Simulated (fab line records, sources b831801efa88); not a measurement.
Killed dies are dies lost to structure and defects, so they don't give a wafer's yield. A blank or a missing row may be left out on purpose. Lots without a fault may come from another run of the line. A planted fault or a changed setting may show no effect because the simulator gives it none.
Problem report in the 8D (eight disciplines) form, filled by code | flow sky130 | the parts of the form that need people (team, actions taken, sign-off) are left out

1. THE PROBLEM
oes_product_au at SKY_SD_N_STRIP_11 reads a mean of 0.325 a.u. on 3 wafers of 1 lot; wafers without a fault read 0.527 a.u. with a standard deviation of 0.0048. That is -42 standard deviations from the usual mean.
The step: strips in O2/N2.
First seen on wafer L564.3, day 32 20:41, on plasma_asher-01. The record holds 39 wafers of 13 lots with a number at this step. Rule for "out", or "out of limits": more than 4 standard deviations from the usual mean. The other wafers with a number count as sound.

2. WHAT IT IS AND WHAT IT IS NOT
question                    | is                     | is not
which readings at this step | oes_product_au         | chamber_pressure_mTorr, drypump_motor_current_A
which lots                  | L564                   | L550, L551, L552, L553, L554, L555, L557, L559, L566, L571, L572, L573
which wafers of those lots  | all that have a number | -
read on which tools         | plasma_asher-01        | plasma_asher-02, plasma_asher-03
when                        | from day 32 20:41      | up to then (24 sound wafers); but 12 sound wafers of L566, L571, L572, L573 came after

3. SUSPECTS, AND WHAT RULES EACH OUT
Counting: a tool at a process step up to the reading stays a suspect if it ran every lot that is out and no sound lot after the first of them.
- rie_diel-01 at SKY_SPACER_ETCHBACK_02 (etches Si3N4 in CH3F/O2, stops on SiO2, time 46.7 s, target depth 45 nm): ruled out as a lasting fault. Sound lots L571 ran on it after its first lot that is out, L564 (day 28 04:53).
- plasma_asher-01 at SKY_SD_N_STRIP_11 (strips in O2/N2): kept. It ran the lot that is out, L564 (day 32 20:41), and no sound lot after that; its last sound lot up to then is L555 (day 29 19:08). Its own readings are out on those wafers: oes_product_au.
Left after counting: plasma_asher-01 at SKY_SD_N_STRIP_11.

4. THE CAUSE (what the simulator had put in)
Strip aborted: plasma_asher-01, from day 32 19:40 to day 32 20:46, at SKY_SD_N_STRIP_11. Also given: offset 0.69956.
Counting left only this tool.

5. THE CHAIN OF EFFECTS, in route order
Each row: a reading whose mean over the struck wafers that have a number lies more than 3 standard deviations from the usual. Only readings for which the record gives a usual standard deviation are gone through. hours: the time from each lot's start at the first step in this table that gives one to its start at this step, as a median over the lots. sigmas: the change in usual standard deviations.
hours | step              | reading        | usual      | on struck wafers | change | sigmas
0     | SKY_SD_N_STRIP_11 | oes_product_au | 0.527 a.u. | 0.325            | -0.202 | -42
The process steps in it:
- SKY_SD_N_STRIP_11: strips in O2/N2.
Readings that are blank on the struck wafers while sound wafers have them: strip_time_to_endpoint_s at SKY_SD_N_STRIP_11.

6. WHAT WOULD HAVE CAUGHT IT SOONER
In this record the first reading out of limits was taken at day 32 20:41, 1 hour after the fault began at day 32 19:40.
